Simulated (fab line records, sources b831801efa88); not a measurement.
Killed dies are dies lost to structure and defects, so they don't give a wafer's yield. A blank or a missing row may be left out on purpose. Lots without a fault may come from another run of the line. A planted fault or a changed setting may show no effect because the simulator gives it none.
One fault seen from 2 desks | flow sky130 | each desk has only its own numbers; what lay behind them comes last

THE METROLOGY DESK
What the gauges read, lot by lot, whatever tool the lot ran on: means of the sampled wafers that have a number. A lot is out of limits, marked OUT, if its mean lies more than 4 standard deviations from the usual mean; the brackets give that distance. Of its 9 readings 7 are shown: those that lie furthest out on some lot.
Columns: A = VT_ADJUST_HVTP_OVL at SKY_VT_ADJUST_HVTP_OVL_MEAS_08, usual 0.5 nm; B = VT_ADJUST_HVTP_TW at SKY_VT_ADJUST_HVTP_TW_MEAS_11, usual 1361; C = VT_ADJUST_LVTN_TW at SKY_VT_ADJUST_LVTN_TW_MEAS_10, usual 242.2; D = VT_ADJUST_LVTN_01_OVL at SKY_VT_ADJUST_LVTN_OVL_MEAS_18, usual -0.3 nm; E = VT_ADJUST_LVTN_2_TW at SKY_VT_ADJUST_LVTN_TW_MEAS_21, usual 188.0; F = cd_nm at SKY_VT_ADJUST_NCORE_CD_MEAS_07, usual 379.6 nm; G = VT_ADJUST_NCORE_TW at SKY_VT_ADJUST_NCORE_TW_MEAS_11, usual 218.9
lot  | first seen here | A    | B    | C     | D    | E     | F     | G
L107 | day 6 14:53     | -0.2 | 1364 | 242.8 | -0.8 | 188.4 | 378.5 | 216.5
L109 | day 7 01:20     | 2.8  | 1360 | 243.1 | 3.6  | 188.0 | 378.8 | 220.3
L111 | day 7 15:11     | -0.2 | 1367 | 238.5 | -0.2 | 190.1 | 379.3 | 218.5
L120 | day 9 19:35     | 1.8  | 1368 | 242.4 | 0.3  | 185.7 | 381.9 | 220.0
L129 | day 12 01:38    | -0.6 | 1355 | 242.3 | -2.8 | 190.8 | 376.1 | 218.4
This desk's finding: nothing out of limits on any of the 5 lots.

THE TOOL OWNER'S DESK: implanter-03
The tool's own readings at SKY_VT_ADJUST_LVTN_IMPLANT_08: means of the sampled wafers that have a number, for each lot that ran on this tool. A lot is out of limits, marked OUT, if its mean lies more than 4 standard deviations from the usual mean; the brackets give that distance.
Columns: A = end_station_pressure_torr at SKY_VT_ADJUST_LVTN_IMPLANT_08, usual 5.03e-06 Torr
lot  | first seen here | A
L107 | day 7 10:48     | 4.98e-06
L111 | day 8 12:32     | 4.84e-06
L120 | day 10 18:43    | 4.84e-06
This desk's finding: nothing out of limits on any of the 3 lots.

PUT TOGETHER
The metrology desk saw nothing out of limits.
The tool owner's desk saw nothing out of limits.

WHAT THE SIMULATOR HAD PUT IN
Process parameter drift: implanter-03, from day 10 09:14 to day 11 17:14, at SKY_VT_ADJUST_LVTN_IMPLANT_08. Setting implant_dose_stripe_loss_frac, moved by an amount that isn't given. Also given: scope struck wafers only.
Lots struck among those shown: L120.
